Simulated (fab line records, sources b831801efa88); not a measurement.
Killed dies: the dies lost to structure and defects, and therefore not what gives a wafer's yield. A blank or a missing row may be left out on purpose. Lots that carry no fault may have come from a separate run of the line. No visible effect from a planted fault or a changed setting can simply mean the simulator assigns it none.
The tool behind it: which one?	flow sfq-line	15 lots with 43 wafers sampled at 5 steps, on a route of 325 steps

== WHAT EACH GAUGE READ, for each wafer ==
SFQ_I6_BOW_MEAS_941. Usual: for I6_BOW the level is 3 um and the standard deviation is 9.8.
lot	measured	on	I6_BOW (um)	flag
L514	day 64 08:02	film-metro-03	-14 -17 -8	
L515	day 64 09:04	film-metro-04	2 5 3	
L516	day 64 14:02	film-metro-03	-9 -14 -4	
L517	day 64 17:02	film-metro-03	1 0 3	
L518	day 64 20:02	film-metro-04	24 15 6	
L519	day 69 06:11	film-metro-03	-3 -5 4	
L520	day 69 14:16	film-metro-02	-11 -16 -6	
L521	day 69 17:16	film-metro-04	-3 -2 -6	
L523	day 71 06:43	film-metro-04	10 16 6	
L524	day 71 14:03	film-metro-04	-1 -3 -5	
L526	day 71 17:39	film-metro-04	9 7 11	
L532	day 72 12:51	film-metro-04	-18 -3	
L534	day 72 16:10	film-metro-04	17 13	
L535	day 72 17:10	film-metro-03	19 13 -1	
L537	day 72 20:11	film-metro-04	-1 -4 -5	

SFQ_M7_RS_MEAS_943: uses a four-point probe to measure. Usual: for M7_NB_RS the level is 0.892 ohm/sq and the standard deviation is 0.013.
lot	measured	on	M7_NB_RS (ohm/sq)	flag
L514	day 69 04:24	film-metro-03	0.892 0.880 0.892	
L515	day 69 07:20	film-metro-04	0.899 0.912 0.908	
L516	day 69 13:55	film-metro-03	0.891 0.880 0.889	
L517	day 69 21:31	film-metro-01	0.883 0.884 0.879	
L518	day 69 22:59	film-metro-04	0.862 0.875 0.869	
L519	day 73 17:47	film-metro-03	0.877 0.898 0.892	
L520	day 74 00:59	film-metro-03	0.882 0.886 0.902	
L521	day 74 05:47	film-metro-03	0.876 0.890 0.888	
L523	day 76 05:43	film-metro-03	0.890 0.883 0.894	
L524	day 76 12:56	film-metro-03	0.881 0.866 0.879	
L526	day 76 19:47	film-metro-03	0.885 0.909 0.895	
L532	day 77 11:23	film-metro-03	1.416 0.879	OFF
L534	day 77 16:11	film-metro-04	1.392 0.880	OFF
L535	day 77 18:03	film-metro-04	0.895 0.901 0.899	
L537	day 77 22:11	film-metro-01	1.386 0.893 0.897	OFF

== WHAT TOOL EACH LOT RAN ON (gives the tool, then ch and the chambers of the sampled wafers, and finally the start) ==
lot	SFQ_TRILAYER_R5_STRIP_STRIP_140	SFQ_TRILAYER_I6_VIA_BARC_OPEN_VIA_ETCH_235	SFQ_TRILAYER_M7_DEP_SPUTTER_175
L514	rie-metal-02 ch 0,1, day 58 00:22	rie-diel-04 ch 0,2,3, day 69 02:45	pvd-sputter-05, day 69 04:19
L515	rie-metal-02 ch 0,1, day 58 06:22	rie-diel-03 ch 0,1, day 69 06:16	pvd-sputter-06, day 69 07:13
L516	rie-metal-01 ch 0,1, day 58 12:05	rie-diel-04 ch 0,2,3, day 69 12:16	pvd-sputter-05, day 69 13:49
L517	rie-metal-02 ch 0,1, day 58 15:41	rie-diel-01 ch 1,2,3, day 69 19:28	pvd-sputter-04, day 69 21:25
L518	rie-metal-01 ch 0,1, day 58 16:53	rie-diel-04 ch 0,2, day 69 21:52	pvd-sputter-05, day 69 22:54
L519	rie-metal-01 ch 0, day 59 01:24	rie-diel-01 ch 0,3, day 73 16:44	pvd-sputter-06, day 73 17:41
L520	rie-metal-03 ch 0,1, day 59 02:56	rie-diel-01 ch 0,1,3, day 73 23:56	pvd-sputter-05, day 74 00:53
L521	rie-metal-03 ch 0,1, day 59 05:20	rie-diel-03 ch 1,2,3, day 74 04:44	pvd-sputter-06, day 74 05:41
L523	rie-metal-03 ch 0,1, day 60 19:44	rie-diel-03 ch 0,1,3, day 76 04:41	pvd-sputter-05, day 76 05:38
L524	rie-metal-03 ch 0,1, day 61 09:35	rie-diel-01 ch 0,1,2, day 76 11:53	pvd-sputter-04, day 76 12:50
L526	rie-metal-03 ch 0,1, day 61 14:56	rie-diel-03 ch 0,1,2, day 76 18:44	pvd-sputter-04, day 76 19:41
L532	rie-metal-02 ch 0,1, day 62 18:11	rie-diel-03 ch 1,2, day 77 10:20	pvd-sputter-04, day 77 11:17
L534	rie-metal-03 ch 0, day 63 02:35	rie-diel-04 ch 2,3, day 77 15:08	pvd-sputter-04, day 77 16:05
L535	rie-metal-03 ch 0,1, day 63 07:23	rie-diel-03 ch 1,2, day 77 16:20	pvd-sputter-06, day 77 17:58
L537	rie-metal-01 ch 0,1, day 64 15:34	rie-diel-04 ch 0,1,2, day 77 21:08	pvd-sputter-04, day 77 22:05
- SFQ_TRILAYER_R5_STRIP_STRIP_140: strips in O2.
- SFQ_TRILAYER_I6_VIA_BARC_OPEN_VIA_ETCH_235: etches BARC in O2, target depth 125 nm, time 41.7 s.
- SFQ_TRILAYER_M7_DEP_SPUTTER_175: material Nb, target thk 200 nm, time 133.3 s.

== WHAT THE TOOLS THEMSELVES READ (means of the sampled wafers that have a number; where no wafer has one, the mark that the record gives instead) ==
SFQ_TRILAYER_R5_STRIP_STRIP_140. Usual: drypump-motor-current-A 6.1 A, standard deviation 0.45; oes-product-au 1.005 a.u., standard deviation 0.0083.
lot	tool	drypump-motor-current-A (A)	oes-product-au (a.u.)	flag
L514	rie-metal-02	5.7	1.011	
L515	rie-metal-02	5.7	1.009	
L516	rie-metal-01	5.5	1.005	
L517	rie-metal-02	5.9	1.007	
L518	rie-metal-01	5.5	1.006	
L519	rie-metal-01	5.6	1.004	
L520	rie-metal-03	6.3	1.011	
L521	rie-metal-03	6.5	1.007	
L523	rie-metal-03	6.5	1.000	
L524	rie-metal-03	6.5	1.003	
L526	rie-metal-03	6.3	1.007	
L532	rie-metal-02	5.8	1.015	
L534	rie-metal-03	6.2	0.998	
L535	rie-metal-03	6.3	1.001	
L537	rie-metal-01	5.4	0.999	

SFQ_TRILAYER_I6_VIA_BARC_OPEN_VIA_ETCH_235. Usual: drypump-motor-current-A 5.5 A, standard deviation 0.37; oes-product-au 0.685 a.u., standard deviation 0.0047.
lot	tool	drypump-motor-current-A (A)	oes-product-au (a.u.)	flag
L514	rie-diel-04	5.5	0.687	
L515	rie-diel-03	5.2	0.683	
L516	rie-diel-04	5.5	0.686	
L517	rie-diel-01	5.6	0.683	
L518	rie-diel-04	5.4	0.682	
L519	rie-diel-01	5.3	0.685	
L520	rie-diel-01	5.4	0.682	
L521	rie-diel-03	5.3	0.681	
L523	rie-diel-03	5.2	0.691	
L524	rie-diel-01	5.4	0.684	
L526	rie-diel-03	5.6	0.684	
L532	rie-diel-03	5.4	0.682	
L534	rie-diel-04	5.2	0.690	
L535	rie-diel-03	5.2	0.682	
L537	rie-diel-04	5.7	0.681	

SFQ_TRILAYER_M7_DEP_SPUTTER_175. Usual: throttle-valve-pct 29.3 %, standard deviation 0.91.
lot	tool	throttle-valve-pct (%)	flag
L514	pvd-sputter-05	28.9	
L515	pvd-sputter-06	29.1	
L516	pvd-sputter-05	29.1	
L517	pvd-sputter-04	28.4	
L518	pvd-sputter-05	29.1	
L519	pvd-sputter-06	29.1	
L520	pvd-sputter-05	29.5	
L521	pvd-sputter-06	28.5	
L523	pvd-sputter-05	29.3	
L524	pvd-sputter-04	29.5	
L526	pvd-sputter-04	30.2	
L532	pvd-sputter-04	28.8	
L534	pvd-sputter-04	30.9	
L535	pvd-sputter-06	29.0	
L537	pvd-sputter-04	28.9	

== THE ANSWER, worked out from the rows above alone ==
Rule: lot off if the mean of its wafers having a number is beyond 3 standard deviations from the usual mean. A lot without any number at a reading at which 4 lots or more have one is off too. Any other lot the step has rows for is counted as sound. The gauges are gone through in route order, then the tools' own readings, and for those a lot's mean is taken as printed above. The first step at which some lot is off is used, and at that step the reading that is off furthest; a lot without a number counts as furthest.
Off: L532, L534, L537, seen at SFQ_M7_RS_MEAS_943 (M7_NB_RS).
If a tool, at a process step before that reading, ran all the lots that are off and no sound lot after the first of them, it fits. Those tools and the gauges at SFQ_M7_RS_MEAS_943 are tried in the same way. One candidate fits, namely pvd-sputter-04 at SFQ_TRILAYER_M7_DEP_SPUTTER_175. A fault onset in the window from L526 (day 76 19:41, its last sound lot) to L532 (day 77 11:17, its first lot off) fits.

== WHAT THE SIMULATOR PUT IN ==
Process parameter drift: pvd-sputter-04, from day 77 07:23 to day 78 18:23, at SFQ_TRILAYER_M7_DEP_SPUTTER_175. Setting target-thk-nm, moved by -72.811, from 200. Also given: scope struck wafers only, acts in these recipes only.
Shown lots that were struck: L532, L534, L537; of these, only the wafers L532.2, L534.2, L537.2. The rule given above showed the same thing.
